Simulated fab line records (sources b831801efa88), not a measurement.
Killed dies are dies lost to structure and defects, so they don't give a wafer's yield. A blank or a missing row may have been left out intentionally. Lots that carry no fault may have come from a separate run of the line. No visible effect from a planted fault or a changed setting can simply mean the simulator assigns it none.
Code-filled problem report in 8D (eight disciplines) form / flow gf180mcu / the parts of the form that need people (team, actions taken, sign-off) are left out

## 1. WHAT IS WRONG
V1_CVD_00_THK at GF_V1_THK_MEAS_01 reads a mean of 478 nm on 6 wafers of 2 lots; wafers without a fault read 601 nm with a standard deviation of 7.7. That is -16 standard deviations from the usual mean.
Earliest sighting: wafer L150.3 on filmMetro-02 at day 21 21:46. At this step, 36 wafers from 12 lots have a number in the record. The rule behind "out" and "out of limits": a value lying over 4 standard deviations away from the usual mean. The rest of the wafers with a number are treated as sound.

## 2. WHAT THIS IS AND IS NOT
question=which readings at this step | is=V1_CVD_00_THK | is not=-
question=which lots | is=L150, L153 | is not=L140, L141, L142, L144, L145, L146, L147, L158, L160, L162
question=which wafers of those lots | is=all that have a number | is not=-
question=read on which gauges | is=filmMetro-02, filmMetro-04 | is not=filmMetro-03
question=when | is=from day 21 21:46 | is not=up to then (21 sound wafers); but 9 sound wafers of L158, L160, L162 came after

## 3. SUSPECTS, AND WHAT RULES EACH OUT
Counting: any tool at a process step up to the reading is kept as a suspect provided that every lot that is out went through it and no sound lot did after the first of them.
- the gauge at GF_V1_THK_MEAS_01 is ruled out. Those wafers that are out were read across 2 gauges (filmMetro-02, filmMetro-04).
- hdpcvd-01 at GF_V1_CVD_00 (deposits SiO2, target thk 600 nm, time 100 s): ruled out as a lasting fault. After its first lot that is out, L150 (day 21 21:40), sound lots L162 ran on it.
Left after counting: nothing in the record.

## 4. THE CAUSE (what the simulator had put in)
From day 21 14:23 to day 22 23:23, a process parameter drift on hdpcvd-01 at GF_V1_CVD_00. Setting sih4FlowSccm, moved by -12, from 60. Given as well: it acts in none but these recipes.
The count ruled it out by mistake, since the rule takes a fault to strike every lot its tool runs from the start of the fault on, and this one did not do so.

## 5. THE EFFECT CHAIN, in route order
Each row: a reading where the mean over the struck wafers with a number is more than 3 standard deviations away from the usual. Scope: only readings with a usual standard deviation given in the record; hours: median across lots of the time from each lot's start at the first step in this table that gives one to its start at this step; sigmas: change in usual standard deviations.
hours=0; step=GF_V1_CVD_00; reading=sih4FlowSccm; usual=59.98 sccm; on struck wafers=48.07; change=-11.91; sigmas=-70
hours=0; step=GF_V1_THK_MEAS_01; reading=V1_CVD_00_THK; usual=601 nm; on struck wafers=478; change=-124; sigmas=-16
Process steps it contains:
- GF_V1_CVD_00: deposits SiO2, target thk 600 nm, time 100 s.
At these later measuring or inspecting steps, every struck wafer for which the step has a row has a number for every such reading, and none has moved that far: GF_V2_THK_MEAS_01.

## 6. HOW IT WOULD HAVE BEEN CAUGHT EARLIER
7 hours passed between the start of the fault at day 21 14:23 and the first reading out of limits at a measuring or inspecting step in this record, taken at day 21 21:46.
Tool's own readings at GF_V1_CVD_00, sih4FlowSccm: out on all struck wafers the step has rows for; an alarm limit on them would have tripped on the first.
